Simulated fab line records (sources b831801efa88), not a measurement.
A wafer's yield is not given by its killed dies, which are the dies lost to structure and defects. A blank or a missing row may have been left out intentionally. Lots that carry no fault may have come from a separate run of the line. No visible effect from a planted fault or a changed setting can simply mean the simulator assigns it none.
The tool behind it: which one? -- flow sky130 -- 13 lots with 39 wafers sampled at 5 steps, on a route of 708 steps

== WHAT THE GAUGES SHOWED, per wafer ==
SKY_SONOS_TUNNEL_CD_MEAS_07 targets a cd of 410 nm. Usual: cd nm at 409.6 nm, with a standard deviation of 2.5.
lot,measured,on,cd nm (nm),flag
L388,day 11 15:44,cd sem-01,411.1 411.1 410.8,
L389,day 11 18:57,cd sem-02,408.1 406.3 404.2,
L391,day 12 07:41,cd sem-02,412.4 412.1 410.1,
L392,day 12 19:40,cd sem-02,409.3 407.1 408.6,
L393,day 12 22:32,cd sem-01,410.3 409.8 410.2,
L394,day 13 07:26,cd sem-02,408.0 408.3 407.7,
L395,day 13 15:20,cd sem-01,408.1 408.3 406.0,
L397,day 14 09:14,cd sem-01,412.1 408.6 411.2,
L405,day 16 22:30,cd sem-01,420.8 420.4 421.4,OFF
L406,day 17 13:02,cd sem-01,418.5 415.8 417.3,OFF
L408,day 18 06:37,cd sem-02,406.3 405.5 404.6,
L410,day 18 16:50,cd sem-01,411.3 412.1 411.0,
L411,day 20 07:18,cd sem-01,410.1 411.4 412.0,

SKY_LDD_HVN_OVL_MEAS_07. Usual: for LDD_HVN_OVL the level is 0.2 nm and the standard deviation is 1.3.
lot,measured,on,LDD_HVN_OVL (nm),flag
L388,day 20 13:44,overlay-02,1.1 2.1 2.2,
L389,day 20 19:11,overlay-02,0.0 -1.1 -1.6,
L391,day 21 08:23,overlay-02,-1.0 -0.6 -3.0,
L392,day 21 22:56,overlay-01,2.1 2.8 1.9,
L393,day 22 08:24,overlay-02,-0.4 -1.2 1.6,
L394,day 22 12:47,overlay-01,1.1 -2.2 -0.6,
L395,day 23 02:56,overlay-01,1.9 0.3 1.8,
L397,day 23 18:50,overlay-01,-0.7 -2.4 -1.2,
L405,day 26 09:53,overlay-02,1.6 0.8 2.9,
L406,day 27 01:56,overlay-01,-1.3 -0.9 -1.1,
L408,day 27 17:02,overlay-02,-0.1 -0.6 -0.3,
L410,day 28 15:26,overlay-02,0.8 -0.9 -2.1,
L411,day 29 09:42,overlay-01,1.0 -0.1 1.5,

SKY_METAL1_CD_MEAS_15 targets a cd of 140 nm. Usual: cd nm at 139.7 nm, with a standard deviation of 1.6.
lot,measured,on,cd nm (nm),flag
L388,day 33 11:27,cd sem-02,138.6 139.8 140.2,
L389,day 33 13:07,cd sem-02,139.8 139.7 139.5,
L391,day 33 16:08,cd sem-01,138.0 139.1 139.5,
L392,day 34 03:56,cd sem-01,140.9 140.5 141.8,
L393,day 34 11:38,cd sem-01,140.5 141.3 140.9,
L394,day 34 17:20,cd sem-02,137.7 136.6 136.7,
L395,day 35 02:44,cd sem-01,140.4 141.0 140.4,
L397,day 35 17:35,cd sem-02,141.0 142.0 140.1,
L405,day 38 01:31,cd sem-01,138.6 139.5 136.9,
L406,day 38 15:17,cd sem-01,142.0 141.1 142.1,
L408,day 39 08:35,cd sem-01,138.9 138.9 139.6,
L410,day 40 00:20,cd sem-01,140.2 139.3 140.2,
L411,day 40 15:47,cd sem-01,139.0 139.8 140.8,

== WHAT TOOL EACH LOT RAN ON (gives the tool, then ch and the chambers of the sampled wafers, and finally the start) ==
lot,SKY_SONOS_TUNNEL_COAT_02,SKY_CONTACT_CVD_24
L388,"litho track-03 ch 0, day 11 03:29","cvd w-02 ch 1, day 32 07:47"
L389,"litho track-03 ch 0, day 11 06:33","cvd w-02 ch 0,1, day 32 08:25"
L391,"litho track-02 ch 0, day 11 20:02","cvd w-01 ch 1, day 32 11:53"
L392,"litho track-03 ch 0, day 12 06:44","cvd w-01 ch 0,1, day 33 00:34"
L393,"litho track-03 ch 0, day 12 09:57","cvd w-02 ch 0,1, day 33 08:04"
L394,"litho track-01 ch 0, day 12 19:02","cvd w-01 ch 0,1, day 33 14:38"
L395,"litho track-02 ch 0, day 13 02:53","cvd w-02 ch 0,1, day 34 00:43"
L397,"litho track-01 ch 0, day 13 20:41","cvd w-01 ch 0,1, day 34 15:50"
L405,"litho track-02 ch 0, day 16 07:46","cvd w-02 ch 0,1, day 36 22:59"
L406,"litho track-02 ch 0, day 16 22:05","cvd w-02 ch 0,1, day 37 13:03"
L408,"litho track-03 ch 0, day 17 15:32","cvd w-02 ch 0,1, day 38 06:47"
L410,"litho track-03 ch 0, day 18 01:44","cvd w-02 ch 1, day 38 22:56"
L411,"litho track-03 ch 0, day 19 15:53","cvd w-01 ch 0,1, day 39 14:46"
- SKY_SONOS_TUNNEL_COAT_02: resist thk 1140 nm.
- SKY_CONTACT_CVD_24: deposits W, target thk 340 nm, time 102.12 s.

== WHAT THE TOOLS THEMSELVES READ (means of the sampled wafers that have a number; where no wafer has one, the mark that the record gives instead) ==
SKY_SONOS_TUNNEL_COAT_02. Usual: spin speed rpm at 3000.0 rpm, with a standard deviation of 1.8.
lot,tool,spin speed rpm (rpm),flag
L388,litho track-03,3002.1,
L389,litho track-03,3001.1,
L391,litho track-02,3001.7,
L392,litho track-03,2999.0,
L393,litho track-03,2999.3,
L394,litho track-01,2997.6,
L395,litho track-02,2997.1,
L397,litho track-01,2998.2,
L405,litho track-02,3001.6,
L406,litho track-02,2999.9,
L408,litho track-03,3000.6,
L410,litho track-03,2999.4,
L411,litho track-03,3000.9,

SKY_CONTACT_CVD_24. Usual: heater power w at 892 W, with a standard deviation of 81.
lot,tool,heater power w (W),flag
L388,cvd w-02,828,
L389,cvd w-02,946,
L391,cvd w-01,823,
L392,cvd w-01,876,
L393,cvd w-02,958,
L394,cvd w-01,837,
L395,cvd w-02,966,
L397,cvd w-01,865,
L405,cvd w-02,952,
L406,cvd w-02,911,
L408,cvd w-02,906,
L410,cvd w-02,853,
L411,cvd w-01,847,

== THE ANSWER, worked out from the rows above alone ==
Rule: a lot is off if the mean of its wafers that have a number lies more than 3 standard deviations from the usual mean. A lot without any number at a reading at which 4 lots or more have one is off too. The other lots that the step has rows for count as sound. The gauges are gone through in route order, then the tools' own readings, and for those a lot's mean is taken as printed above. The first step at which some lot is off is used, and at that step the reading that is off furthest; a lot without a number counts as furthest.
Off, at SKY_SONOS_TUNNEL_CD_MEAS_07 on cd nm: L405, L406.
A tool fits if, at a process step before that reading, it ran every lot that is off, and no sound lot after the first of them. The gauges at SKY_SONOS_TUNNEL_CD_MEAS_07 are tried like those tools. One fits: SKY_SONOS_TUNNEL_COAT_02 on litho track-02. A fault onset in the window from L395 (day 13 02:53, its last sound lot) to L405 (day 16 07:46, its first lot off) fits.

== WHAT THE SIMULATOR HAD INSERTED ==
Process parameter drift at SKY_SONOS_TUNNEL_COAT_02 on litho track-02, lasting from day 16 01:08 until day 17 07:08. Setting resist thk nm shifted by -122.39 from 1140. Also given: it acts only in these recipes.
Lots struck among those shown: L405, L406. Same finding as the rule above.
